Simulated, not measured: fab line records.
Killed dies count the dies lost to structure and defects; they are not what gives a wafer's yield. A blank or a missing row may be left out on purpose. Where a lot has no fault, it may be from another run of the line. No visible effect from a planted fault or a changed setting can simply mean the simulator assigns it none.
The same fault as seen by 2 desks :: flow sky130 :: only its own numbers are on each desk; what lay behind them is given at the end

## METROLOGY DESK
What the gauges read, lot by lot, whatever tool the lot ran on: means of the sampled wafers that have a number. Marked OUT: a lot whose mean sits more than 4 standard deviations from the usual mean, which makes it out of limits; the brackets give that distance.
Columns: A = FIELD_ISO_OXIDATION_00_THK at SKY_FIELD_ISO_THK_MEAS_02, usual 11.99 nm; B = cd nm at SKY_SD_N_CD_MEAS_07, usual 380 nm; C = cd nm at SKY_LOCAL_INTERCONNECT_CD_MEAS_11, usual 170.2 nm
lot: L409
first seen here: day 1 12:26
A: 12.11
B: 382
C: 170.4

lot: L410
first seen here: day 1 16:38
A: 12.18
B: 375
C: 168.9

lot: L411
first seen here: day 1 21:38
A: 11.80
B: 387
C: 170.4

lot: L412
first seen here: day 2 03:37
A: 11.81
B: 377
C: 169.5

lot: L414
first seen here: day 2 12:38
A: 12.10
B: 380
C: 170.8

lot: L415
first seen here: day 2 18:01
A: 12.24
B: 376
C: 168.4

lot: L416
first seen here: day 2 22:38
A: 11.85
B: 377
C: 170.5

lot: L418
first seen here: day 3 09:28
A: 11.96
B: 382
C: 170.2

lot: L420
first seen here: day 3 18:58
A: 12.31
B: 380
C: 170.2

lot: L422
first seen here: day 4 04:38
A: 11.94
B: 379
C: 171.9

lot: L426
first seen here: day 5 01:50
A: 11.94
B: 382
C: 168.6

lot: L427
first seen here: day 5 06:04
A: 11.94
B: 376
C: 168.3

lot: L431
first seen here: day 6 02:38
A: 11.93
B: 378
C: 171.9

lot: L432
first seen here: day 6 06:51
A: 11.87
B: 384
C: 171.7
Finding of this desk: none of the 14 lots has anything out of limits.

## THE TOOL OWNER'S DESK: litho track-03
The tool's own readings at SKY_VT_ADJUST_HVTP_SOFTBAKE_03 (time 60 s): means of the sampled wafers that have a number, for each lot that ran on this tool. Marked OUT: a lot whose mean sits more than 4 standard deviations from the usual mean, which makes it out of limits; the brackets give that distance.
Columns: A = run length s at SKY_VT_ADJUST_HVTP_SOFTBAKE_03, usual 89.19 s
lot: L410
first seen here: day 5 21:20
A: 89.34

lot: L412
first seen here: day 6 08:22
A: 89.36

lot: L415
first seen here: day 7 07:37
A: 89.35

lot: L422
first seen here: day 9 00:34
A: 89.56

lot: L426
first seen here: day 10 01:58
A: 89.38

lot: L427
first seen here: day 10 07:56
A: 107.21 (+72) OUT

lot: L431
first seen here: day 11 17:56
A: 107.30 (+72) OUT
This desk finds L427, L431 out of limits, L427 being first, at day 10 07:56 (run length s at SKY_VT_ADJUST_HVTP_SOFTBAKE_03). Within limits: L410, L412, L415, L422, L426.

## BROUGHT TOGETHER
The tool owner's desk had the chance to raise an alarm at day 10 07:56 on L427, L431.
Metrology desk: nothing out of limits seen.
The metrology desk has L427, L431 on record, within its limits.
Every lot named ran SKY_VT_ADJUST_HVTP_SOFTBAKE_03 on litho track-03.

## WHAT WAS PUT IN BY THE SIMULATOR
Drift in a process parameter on litho track-03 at SKY_VT_ADJUST_HVTP_SOFTBAKE_03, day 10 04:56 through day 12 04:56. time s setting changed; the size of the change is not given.
Lots struck among those shown: L427, L431.
Time in hours from fault onset to the first out-of-limits reading at each desk: the tool owner's desk, 3.
